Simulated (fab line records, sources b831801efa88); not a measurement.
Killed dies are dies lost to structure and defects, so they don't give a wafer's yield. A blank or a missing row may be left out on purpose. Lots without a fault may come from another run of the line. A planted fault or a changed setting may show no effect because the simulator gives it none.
fab line records | flow sky130
record lots=24 wafers=72 last_day=51
route steps=708 shown VIA2@523 METAL3@533 CAPM@537
lots that met no fault: from a run of the same line without faults
start_h: hours from the record's first day to the start of the lot's first wafer shown | wait_h: hours since the lot's step before | " the same as in the row above | L1.1+2: a row that stands for several wafers | - no value, or no start given | * or withheld: withheld | < > ~ a bound
route shown NAME@n: a module of which the file shows steps, and the number in the route of the first | usual: mean/standard deviation of fault-free wafers | same: alike in all rows | chamber/n: place in a boat | sites: the reading at each site | _std_site: their standard deviation | _edge_site: outer sites' mean less inner sites' | radius_mm: how far each site lies from the wafer's centre | mask NAME#n: copy n | behind: the tool/chamber that last shaped the wafer | hold: why the lot was held/for how many hours/how that ended | device: the transistor (n, p or np) that didn't switch | end of line: the same wafers' tests at the end of the route | a step without rows: its recipe alone | killed: dies lost to structure and defects at the first sort, not the wafer's yield | map: a wafer's dies, x killed, . not, _ none there
set.NAME: the setting as run; set.NAME@STEP: as run at that earlier step | model.NAME: the simulator's own value behind a step, which no gauge read
steps of the route over a sample of lots; a table a step, a row a wafer
services: from which hour (start_h, from the record's first day; less than 0 if before it) a tool's chamber was out of use, for how many hours, and why
## steps
# step SKY_VIA2_STRIP_16
# recipe chemistry=O2/N2 power_w=1400 pressure_mtorr=1500 platen_temp_c=withheld o2_flow_sccm=3000 n2_flow_sccm=300 overash_fraction=0.5
# usual drypump_motor_current_A=5.67/0.3 oes_product_au=0.398/0.0048 strip_time_to_endpoint_s=4.047/0.025
# same overash_fraction=0.5
# columns lot.wafer tool chamber start_h wait_h drypump_motor_current_A oes_product_au rf_hours_counter_h strip_time_to_endpoint_s
L074.2 plasma_asher-03 1 869.33 0.0 5.58 0.405 72 4.066
L074.3 " 0 " " 5.32 0.408 - 4.031
L074.4 " 1 " " 5.56 0.397 - 4.052
L075.3 plasma_asher-04 0 876.91 0.1 5.16 0.396 - 4.066
L075.5 " 1 " " 5.86 0.390 - 4.088
L075.6 " 0 " " 5.19 0.395 - 4.054
L076.3 plasma_asher-04 1 886.73 0.1 5.85 0.403 - 4.053
L076.4 " 0 " " 5.13 0.396 - 4.053
L076.5 " 1 " " 5.85 0.401 - 4.037
L077.2 plasma_asher-01 0 894.37 0.0 5.99 0.399 14 4.064
L077.3 " 1 " " 5.79 0.397 - 4.061
L077.6 " 0 " " 5.99 0.393 - 4.060
L078.3 plasma_asher-01 1 903.90 0.1 5.75 0.395 - 4.044
L078.4 " 0 " " 5.99 0.401 - 4.041
L078.5 " 0 " " 6.00 0.402 - 4.045
L079.1 plasma_asher-01 0 907.63 0.0 5.98 0.399 16 4.035
L079.2 " 1 " " 5.79 0.398 16 4.049
L079.4 " 1 " " 5.81 0.399 - 4.081
L080.4 plasma_asher-03 1 913.73 0.1 5.61 0.402 - 4.044
L080.5 " 1 " " 5.62 0.404 - 4.081
L080.6 " 0 " " 5.31 0.403 - 4.050
L081.1 plasma_asher-01 0 924.03 0.0 5.97 0.397 17 4.010
L081.3 " 1 " " 5.78 0.395 - 4.076
L081.6 " 0 " " 5.98 0.401 - 4.106
L082.3 plasma_asher-01 1 932.01 0.1 5.80 0.395 - 4.065
L082.4 " 0 " " 6.00 0.398 - 4.052
L082.6 " 1 " " 5.79 0.394 - 4.049
L083.1 plasma_asher-01 0 935.77 0.0 5.98 0.399 18 4.028
L083.2 " 1 " " 5.80 0.402 18 4.093
L083.5 " 0 " " 5.99 0.394 - 4.033
L084.2 plasma_asher-01 0 941.95 0.0 5.99 0.401 19 4.028
L084.5 " 0 " " 5.99 0.402 - 4.023
L084.6 " 1 " " 5.76 0.390 - 4.042
L085.1 plasma_asher-03 1 954.00 0.0 5.60 0.397 80 4.059
L085.4 " 1 " " 5.60 0.404 - 4.026
L085.6 " 0 " " 5.35 0.391 - 4.041
L086.1 plasma_asher-03 1 956.05 0.0 5.63 0.399 80 4.035
L086.2 " 0 " " 5.32 0.406 80 4.094
L086.5 " 0 " " 5.31 0.405 - 4.029
L087.2 plasma_asher-04 0 968.33 0.0 5.16 0.406 52 4.089
L087.4 " 1 " " 5.84 0.398 - 4.037
L087.5 " 1 " " 5.84 0.403 - 4.074
L088.2 plasma_asher-04 0 970.77 0.0 5.16 0.396 52 4.029
L088.3 " 0 " " 5.16 0.395 - 4.017
L088.5 " 1 " " 5.85 0.397 - 4.029
L089.2 plasma_asher-01 0 978.47 0.0 5.99 0.401 23 4.078
L089.3 " 0 " " 5.97 0.403 - 4.051
L089.6 " 1 " " 5.80 0.397 - 4.082
L090.1 plasma_asher-03 1 980.00 0.0 5.62 0.392 82 4.069
L090.4 " 0 " " 5.32 0.386 - 4.034
L090.5 " 1 " " 5.60 0.395 - 3.999
L091.1 plasma_asher-04 1 990.67 0.0 5.84 0.398 54 4.039
L091.2 " 0 " " 5.18 0.395 54 4.052
L091.4 " 1 " " 5.85 0.398 - 4.017
L092.3 plasma_asher-04 0 1003.78 0.1 5.20 0.399 - 3.993
L092.5 " 0 " " 5.17 0.401 - 4.026
L092.6 " 1 " " 5.89 0.386 - 4.017
L093.2 plasma_asher-01 1 1005.05 0.0 5.79 0.403 25 4.032
L093.4 " 1 " " 5.76 0.398 - 4.031
L093.5 " 0 " " 6.01 0.400 - 4.016
L094.1 plasma_asher-01 1 1008.10 0.0 5.81 0.402 25 4.056
L094.4 " 0 " " 5.99 0.402 - 4.066
L094.6 " 0 " " 5.98 0.407 - 4.029
L095.1 plasma_asher-04 1 1014.30 0.0 5.85 0.403 56 4.032
L095.4 " 1 " " 5.85 0.409 - 4.111
L095.6 " 1 " " 5.84 0.388 - 4.049
L096.1 plasma_asher-04 1 1023.35 0.0 5.85 0.393 57 3.989
L096.3 " 1 " " 5.86 0.397 - 4.035
L096.5 " 1 " " 5.83 0.401 - 4.032
L097.2 plasma_asher-01 0 1031.19 0.0 6.00 0.398 28 4.062
L097.4 " 0 " " 5.99 0.391 - 4.057
L097.6 " 1 " " 5.81 0.393 - 4.054
# step SKY_METAL3_SPUTTER_01
# recipe material=TiN target_thk_nm=20 power_w=6500 time_s=16.7 chamber_pressure_pa=0.4
# usual throttle_valve_pct=30.1/1.3
# columns lot.wafer tool chamber start_h wait_h throttle_valve_pct
L074.2 pvd_sputter-03 - 870.62 0.0 27.6
L074.3 " - " " 31.6
L074.4 " - " " 28.2
L075.3 pvd_sputter-03 - 878.18 0.0 29.8
L075.5 " - " " 28.8
L075.6 " - " " 27.5
L076.3 pvd_sputter-02 - 888.04 0.0 28.7
L076.4 " - " " 29.5
L076.5 " - " " 32.0
L077.2 pvd_sputter-04 - 895.78 0.0 30.9
L077.3 " - " " 31.3
L077.6 " - " " 31.0
L078.3 pvd_sputter-03 - 905.56 0.0 28.6
L078.4 " - " " 31.2
L078.5 " - " " 31.4
L079.1 pvd_sputter-04 - 909.10 0.0 31.3
L079.2 " - " " 30.9
L079.4 " - " " 29.4
L080.4 pvd_sputter-04 - 914.99 0.0 30.5
L080.5 " - " " 31.3
L080.6 " - " " 29.8
L081.1 pvd_sputter-03 - 925.36 0.0 27.6
L081.3 " - " " 29.7
L081.6 " - " " 29.8
L082.3 pvd_sputter-02 - 933.31 0.0 31.9
L082.4 " - " " 29.2
L082.6 " - " " 28.4
L083.1 pvd_sputter-03 - 937.09 0.0 27.6
L083.2 " - " " 28.8
L083.5 " - " " 31.2
L084.2 pvd_sputter-04 - 943.25 0.0 30.9
L084.5 " - " " 29.6
L084.6 " - " " 31.6
L085.1 pvd_sputter-03 - 955.59 0.0 27.4
L085.4 " - " " 29.7
L085.6 " - " " 28.5
L086.1 pvd_sputter-03 - 958.58 0.0 27.7
L086.2 " - " " 31.3
L086.5 " - " " 31.1
L087.2 pvd_sputter-03 - 969.63 0.0 27.6
L087.4 " - " " 29.8
L087.5 " - " " 31.3
L088.2 pvd_sputter-02 - 972.06 0.0 31.3
L088.3 " - " " 28.5
L088.5 " - " " 29.3
L089.2 pvd_sputter-02 - 979.76 0.0 28.8
L089.3 " - " " 31.3
L089.6 " - " " 28.6
L090.1 pvd_sputter-02 - 981.29 0.0 28.4
L090.4 " - " " 29.2
L090.5 " - " " 29.4
L091.1 pvd_sputter-04 - 991.95 0.0 31.1
L091.2 " - " " 29.7
L091.4 " - " " 30.4
L092.3 pvd_sputter-04 - 1005.04 0.0 29.8
L092.5 " - " " 31.3
L092.6 " - " " 29.7
L093.2 pvd_sputter-04 - 1006.34 0.0 30.9
L093.4 " - " " 30.2
L093.5 " - " " 29.5
L094.1 pvd_sputter-04 - 1009.42 0.0 30.8
L094.4 " - " " 31.0
L094.6 " - " " 30.9
L095.1 pvd_sputter-02 - 1015.60 0.0 28.3
L095.4 " - " " 29.1
L095.6 " - " " 32.0
L096.1 pvd_sputter-04 - 1024.64 0.0 29.2
L096.3 " - " " 30.3
L096.5 " - " " 30.9
L097.2 pvd_sputter-04 - 1032.52 0.0 30.4
L097.4 " - " " 29.5
L097.6 " - " " 30.5
# step SKY_CAPM_CVD_00
# recipe material=SiO2 target_thk_nm=15.5 temp_c=400 time_s=withheld rf_w=450
# usual heater_power_outer_w=434/88 heater_power_w=732/120
# columns lot.wafer tool chamber start_h wait_h heater_power_outer_w heater_power_w
L074.2 pecvd-01 1 870.75 0.0 465 767
L074.3 " 2 " " 346 588
L074.4 " 1 " " 474 777
L075.3 pecvd-03 2 878.32 0.0 482 832
L075.5 " 2 " " 477 829
L075.6 " 0 " " 634 987
L076.3 pecvd-03 1 888.18 0.0 285 521
L076.4 " 0 " " 586 947
L076.5 " 1 " " 283 524
L077.2 pecvd-03 2 895.92 0.0 521 865
L077.3 " 1 " " 346 576
L077.6 " 0 " " 591 968
L078.3 pecvd-01 2 905.69 0.0 393 649
L078.4 " 0 " " 496 815
L078.5 " 1 " " 511 854
L079.1 pecvd-04 2 909.23 0.0 394 701
L079.2 " 0 " " 360 637
L079.4 " 0 " " 353 661
L080.4 pecvd-03 0 915.13 0.0 612 952
L080.5 " 2 " " 453 810
L080.6 " 1 " " 350 604
L081.1 pecvd-01 1 925.49 0.0 525 859
L081.3 " 2 " " 353 610
L081.6 " 0 " " 484 754
L082.3 pecvd-01 2 933.44 0.0 350 592
L082.4 " 0 " " 508 778
L082.6 " 2 " " 347 593
L083.1 pecvd-04 0 937.22 0.0 356 639
L083.2 " 1 " " 387 672
L083.5 " 1 " " 404 684
L084.2 pecvd-03 1 943.38 0.0 386 655
L084.5 " 0 " " 494 830
L084.6 " 1 " " 382 663
L085.1 pecvd-01 2 955.73 0.0 389 656
L085.4 " 2 " " 377 649
L085.6 " 1 " " 415 708
L086.1 pecvd-04 0 958.71 0.0 300 578
L086.2 " 2 " " 432 738
L086.5 " 2 " " 421 735
L087.2 pecvd-01 2 969.76 0.0 351 593
L087.4 " 0 " " 476 725
L087.5 " 1 " " 469 805
L088.2 pecvd-04 0 972.19 0.0 345 606
L088.3 " 2 " " 450 792
L088.5 " 0 " " 333 611
L089.2 pecvd-04 2 979.91 0.0 336 620
L089.3 " 2 " " 340 637
L089.6 " 2 " " 354 632
L090.1 pecvd-03 1 981.43 0.0 359 625
L090.4 " 1 " " 355 617
L090.5 " 1 " " 357 620
L091.1 pecvd-04 0 992.09 0.0 375 676
L091.2 " 1 " " 332 579
L091.4 " 0 " " 365 667
L092.3 pecvd-03 1 1005.17 0.0 349 600
L092.5 " 2 " " 497 852
L092.6 " 1 " " 345 612
L093.2 pecvd-01 1 1006.47 0.0 457 764
L093.4 " 2 " " 392 664
L093.5 " 1 " " 454 766
L094.1 pecvd-03 0 1009.55 0.0 531 851
L094.4 " 0 " " 538 863
L094.6 " 2 " " 521 888
L095.1 pecvd-03 0 1015.73 0.0 573 894
L095.4 " 1 " " 359 615
L095.6 " 0 " " 576 908
L096.1 pecvd-01 2 1024.77 0.0 372 622
L096.3 " 1 " " 492 807
L096.5 " 2 " " 373 622
L097.2 pecvd-04 2 1032.65 0.0 462 760
L097.4 " 0 " " 358 658
L097.6 " 2 " " 452 779
# step SKY_CAPM_RS_MEAS_03
# recipe thk_meas_gauge=four-point-probe reads=TiN_of_CAPM_SPUTTER_02
# usual CAPM_TIN_RS=6.93/0.093
# columns lot.wafer tool chamber start_h wait_h CAPM_TIN_RS[ohm/sq]
L074.2 film_metro-04 - 870.97 0.1 7.02
L074.3 " - " " 6.88
L074.4 " - " " 6.96
L075.3 film_metro-02 - 878.55 0.1 6.80
L075.5 " - " " 6.86
L075.6 " - " " 6.88
L076.3 film_metro-04 - 888.41 0.1 6.96
L076.4 " - " " 6.91
L076.5 " - " " 7.00
L077.2 film_metro-04 - 896.13 0.1 6.83
L077.3 " - " " 6.95
L077.6 " - " " 6.94
L078.3 film_metro-03 - 905.92 0.1 6.85
L078.4 " - " " 6.98
L078.5 " - " " 7.04
L079.1 film_metro-04 - 909.42 0.1 6.83
L079.2 " - " " 6.87
L079.4 " - " " 6.76
L080.4 film_metro-02 - 915.37 0.1 7.03
L080.5 " - " " 7.11
L080.6 " - " " 7.14
L081.1 film_metro-02 - 925.68 0.1 6.99
L081.3 " - " " 7.05
L081.6 " - " " 6.82
L082.3 film_metro-02 - 933.67 0.1 7.08
L082.4 " - " " 7.01
L082.6 " - " " 7.00
L083.1 film_metro-03 - 937.41 0.1 6.93
L083.2 " - " " 7.00
L083.5 " - " " 6.95
L084.2 film_metro-03 - 943.59 0.1 6.88
L084.5 " - " " 6.83
L084.6 " - " " 6.79
L085.1 film_metro-02 - 955.92 0.1 7.08
L085.4 " - " " 6.86
L085.6 " - " " 7.00
L086.1 film_metro-02 - 958.91 0.1 6.76
L086.2 " - " " 6.80
L086.5 " - " " 6.88
L087.2 film_metro-04 - 969.97 0.1 6.94
L087.4 " - " " 6.98
L087.5 " - " " 6.95
L088.2 film_metro-03 - 972.40 0.1 6.78
L088.3 " - " " 6.85
L088.5 " - " " 6.78
L089.2 film_metro-03 - 980.13 0.1 6.92
L089.3 " - " " 7.05
L089.6 " - " " 6.95
L090.1 film_metro-02 - 981.63 0.1 6.91
L090.4 " - " " 6.75
L090.5 " - " " 6.96
L091.1 film_metro-02 - 992.29 0.1 7.00
L091.2 " - " " 6.89
L091.4 " - " " 6.92
L092.3 film_metro-04 - 1005.40 0.1 6.90
L092.5 " - " " 7.05
L092.6 " - " " 7.07
L093.2 film_metro-03 - 1006.68 0.1 7.02
L093.4 " - " " 6.84
L093.5 " - " " 7.09
L094.1 film_metro-02 - 1009.74 0.1 6.92
L094.4 " - " " 6.84
L094.6 " - " " 6.89
L095.1 film_metro-04 - 1015.92 0.1 6.99
L095.4 " - " " 6.78
L095.6 " - " " 6.77
L096.1 film_metro-04 - 1024.96 0.1 6.92
L096.3 " - " " 6.87
L096.5 " - " " 6.85
L097.2 film_metro-02 - 1032.86 0.1 6.81
L097.4 " - " " 6.90
L097.6 " - " " 6.84
# step SKY_CAPM_OVL_MEAS_12
# usual CAPM_OVL=0.5/1.4
# columns lot.wafer tool chamber start_h wait_h CAPM_OVL[nm]
L074.2 overlay-02 - 897.83 0.1 1.0
L074.3 " - " " 1.4
L074.4 " - " " 0.2
L075.3 overlay-02 - 904.82 0.1 0.9
L075.5 " - " " -1.1
L075.6 " - " " 0.1
L076.3 overlay-01 - 914.02 0.1 1.2
L076.4 " - " " 2.4
L076.5 " - " " 3.3
L077.2 overlay-01 - 921.01 0.1 0.3
L077.3 " - " " 1.4
L077.6 " - " " -0.2
L078.3 overlay-02 - 931.38 0.1 -0.2
L078.4 " - " " -0.1
L078.5 " - " " -0.7
L079.1 overlay-02 - 935.16 0.1 -0.5
L079.2 " - " " -1.2
L079.4 " - " " 0.1
L080.4 overlay-02 - 940.09 0.1 -2.5
L080.5 " - " " -1.1
L080.6 " - " " 0.2
L081.1 overlay-02 - 950.21 0.1 -3.0
L081.3 " - " " 0.0
L081.6 " - " " -0.9
L082.3 overlay-01 - 958.18 0.1 1.1
L082.4 " - " " 1.8
L082.6 " - " " -0.1
L083.1 overlay-02 - 962.31 0.1 2.1
L083.2 " - " " 1.2
L083.5 " - " " 1.8
L084.2 overlay-01 - 968.38 0.1 -0.9
L084.5 " - " " -1.3
L084.6 " - " " 0.4
L085.1 overlay-02 - 979.86 0.1 2.1
L085.4 " - " " -0.1
L085.6 " - " " 2.1
L086.1 overlay-01 - 983.21 0.1 1.6
L086.2 " - " " 2.2
L086.5 " - " " 0.1
L087.2 overlay-02 - 993.72 0.1 1.7
L087.4 " - " " -0.5
L087.5 " - " " 2.2
L088.2 overlay-02 - 996.27 0.1 0.9
L088.3 " - " " 2.5
L088.5 " - " " 1.1
L089.2 overlay-02 - 1003.92 0.1 -1.5
L089.3 " - " " -0.9
L089.6 " - " " -0.7
L090.1 overlay-02 - 1005.57 0.1 -2.3
L090.4 " - " " -0.7
L090.5 " - " " 0.0
L091.1 overlay-01 - 1015.61 0.1 0.2
L091.2 " - " " -0.2
L091.4 " - " " 0.8
L092.3 overlay-01 - 1028.03 0.1 3.4
L092.5 " - " " -0.1
L092.6 " - " " 0.8
L093.2 overlay-02 - 1029.56 0.1 1.0
L093.4 " - " " 0.7
L093.5 " - " " 0.5
L094.1 overlay-01 - 1032.47 0.1 2.5
L094.4 " - " " 1.6
L094.6 " - " " 3.1
L095.1 overlay-02 - 1038.21 0.1 -0.3
L095.4 " - " " -0.9
L095.6 " - " " -1.5
L096.1 overlay-02 - 1047.46 0.1 3.5
L096.3 " - " " 0.9
L096.5 " - " " 3.1
L097.2 overlay-01 - 1055.11 0.1 1.1
L097.4 " - " " 2.6
L097.6 " - " " 0.2
# step SKY_METAL3_DESCUM_15
# recipe chemistry=O2 source_power_w=150 bias_power_w=0 pressure_mtorr=10 temp_c=40 time_s=8
# usual drypump_motor_current_A=5.5/0.46 he_backside_leak_sccm=3.34/0.19 oes_product_au=1.002/0.0091
# columns lot.wafer tool chamber start_h wait_h drypump_motor_current_A he_backside_leak_sccm oes_product_au rf_hours_counter_h
L074.2 rie_metal-03 0 924.28 0.0 5.1 3.20 1.009 15
L074.3 " 1 " " 6.1 3.38 1.005 -
L074.4 " 0 " " 5.1 3.19 0.997 -
L075.3 rie_metal-01 0 931.51 0.0 5.7 3.33 1.018 -
L075.5 " 0 " " 5.6 3.35 1.014 -
L075.6 " 1 " " 5.0 3.18 1.010 -
L076.3 rie_metal-01 1 940.03 0.0 5.0 3.28 1.009 -
L076.4 " 0 " " 5.6 3.54 1.016 -
L076.5 " 0 " " 5.6 3.54 1.034 -
L077.2 rie_metal-02 0 946.86 0.0 5.9 3.23 1.000 2
L077.3 " 0 " " 5.9 3.27 1.001 -
L077.6 " 1 " " 5.0 3.06 0.995 -
L078.3 rie_metal-02 1 957.44 0.0 5.0 3.48 1.004 -
L078.4 " 0 " " 5.9 3.14 0.996 -
L078.5 " 1 " " 5.1 3.27 0.999 -
L079.1 rie_metal-03 0 960.23 0.0 5.1 3.23 1.004 17
L079.2 " 1 " " 6.1 3.56 0.995 9
L079.4 " 0 " " 5.1 3.35 1.012 -
L080.4 rie_metal-03 0 965.00 0.0 5.1 3.22 0.999 -
L080.5 " 1 " " 6.0 3.46 0.997 -
L080.6 " 0 " " 5.1 3.29 1.000 -
L081.1 rie_metal-03 1 976.15 0.0 6.1 3.45 1.006 9
L081.3 " 1 " " 6.2 3.50 1.001 -
L081.6 " 1 " " 6.1 3.43 0.997 -
L082.3 rie_metal-03 0 983.43 0.0 5.1 3.28 0.998 -
L082.4 " 1 " " 6.1 3.44 0.996 -
L082.6 " 1 " " 6.1 3.51 0.991 -
L083.1 rie_metal-03 0 987.67 0.0 5.1 3.21 0.991 19
L083.2 " 1 " " 6.0 3.41 0.988 10
L083.5 " 0 " " 5.1 3.20 0.989 -
L084.2 rie_metal-03 0 993.57 0.0 5.1 3.30 0.992 19
L084.5 " 1 " " 6.1 3.50 0.999 -
L084.6 " 0 " " 5.1 3.28 0.988 -
L085.1 rie_metal-01 1 1006.04 0.0 5.0 3.26 1.016 18
L085.4 " 1 " " 5.0 3.31 1.023 -
L085.6 " 1 " " 5.0 3.42 1.010 -
L086.1 rie_metal-03 1 1008.35 0.0 6.1 3.52 0.996 11
L086.2 " 0 " " 5.1 3.38 0.997 20
L086.5 " 0 " " 5.1 3.31 0.987 -
L087.2 rie_metal-01 1 1018.12 0.0 5.0 3.24 1.014 19
L087.4 " 0 " " 5.6 3.53 1.020 -
L087.5 " 0 " " 5.6 3.37 1.007 -
L088.2 rie_metal-01 1 1020.23 0.0 5.0 3.23 1.013 19
L088.3 " 1 " " 5.0 3.23 1.008 -
L088.5 " 1 " " 5.0 3.29 1.019 -
L089.2 rie_metal-02 0 1027.53 0.0 5.9 3.39 1.004 5
L089.3 " 1 " " 5.1 3.33 0.990 -
L089.6 " 1 " " 5.1 3.18 0.987 -
L090.1 rie_metal-03 0 1029.87 0.0 5.1 3.20 1.001 22
L090.4 " 1 " " 6.1 3.56 0.988 -
L090.5 " 1 " " 6.1 3.55 0.999 -
L091.1 rie_metal-03 1 1038.85 0.0 6.1 3.48 0.991 13
L091.2 " 0 " " 5.1 3.30 0.995 22
L091.4 " 0 " " 5.1 3.45 0.993 -
L092.3 rie_metal-02 1 1051.69 0.0 5.1 3.00 1.000 -
L092.5 " 0 " " 5.9 3.21 1.010 -
L092.6 " 1 " " 5.1 3.09 0.992 -
L093.2 rie_metal-02 1 1053.65 0.0 5.1 3.37 1.007 5
L093.4 " 1 " " 5.0 3.07 1.006 -
L093.5 " 0 " " 5.9 3.35 1.002 -
L094.1 rie_metal-03 0 1056.77 0.0 5.1 3.10 1.009 24
L094.4 " 0 " " 5.1 3.15 0.996 -
L094.6 " 1 " " 6.1 3.47 0.995 -
L095.1 rie_metal-03 1 1061.55 0.0 6.1 3.62 0.997 15
L095.4 " 0 " " 5.1 3.27 0.991 -
L095.6 " 1 " " 6.1 3.54 0.995 -
L096.1 rie_metal-02 0 1070.77 0.0 6.0 3.41 1.005 8
L096.3 " 1 " " 5.0 3.30 1.001 -
L096.5 " 1 " " 5.0 3.07 1.006 -
L097.2 rie_metal-02 1 1077.38 0.0 5.1 3.01 1.003 6
L097.4 " 1 " " 5.0 3.01 0.992 -
L097.6 " 1 " " 5.1 3.03 1.002 -
## services
# columns tool chamber start_h hours kind
pecvd-03 2 853.52 5.1 repair
pecvd-03 1 877.77 5.5 scheduled_down
pecvd-01 - 879.60 2.8 pm
pecvd-03 2 884.82 5.4 repair
pvd_sputter-02 - 900.67 3.4 repair
pvd_sputter-02 - 920.23 5.1 repair
plasma_asher-03 - 939.31 2.8 pm
pecvd-04 1 942.16 16.8 repair
rie_metal-02 - 958.30 14.6 pm
rie_metal-03 1 965.13 6.2 repair
pecvd-03 2 969.08 20.5 repair
rie_metal-02 - 976.85 0.7 repair
rie_metal-01 1 979.85 15.7 repair
plasma_asher-01 - 982.63 1.5 repair
rie_metal-02 - 989.21 2.8 pm
pecvd-03 - 992.28 1.5 repair
pvd_sputter-03 - 1009.19 7.6 repair
pecvd-03 - 1011.71 0.7 repair
pecvd-04 - 1016.47 2.4 repair
rie_metal-03 1 1026.07 1.4 repair
rie_metal-01 - 1030.85 2.8 pm
pecvd-04 1 1034.06 3.6 repair
rie_metal-01 - 1066.78 4.3 pm
plasma_asher-01 - 1070.97 6.3 repair
## key
fault none
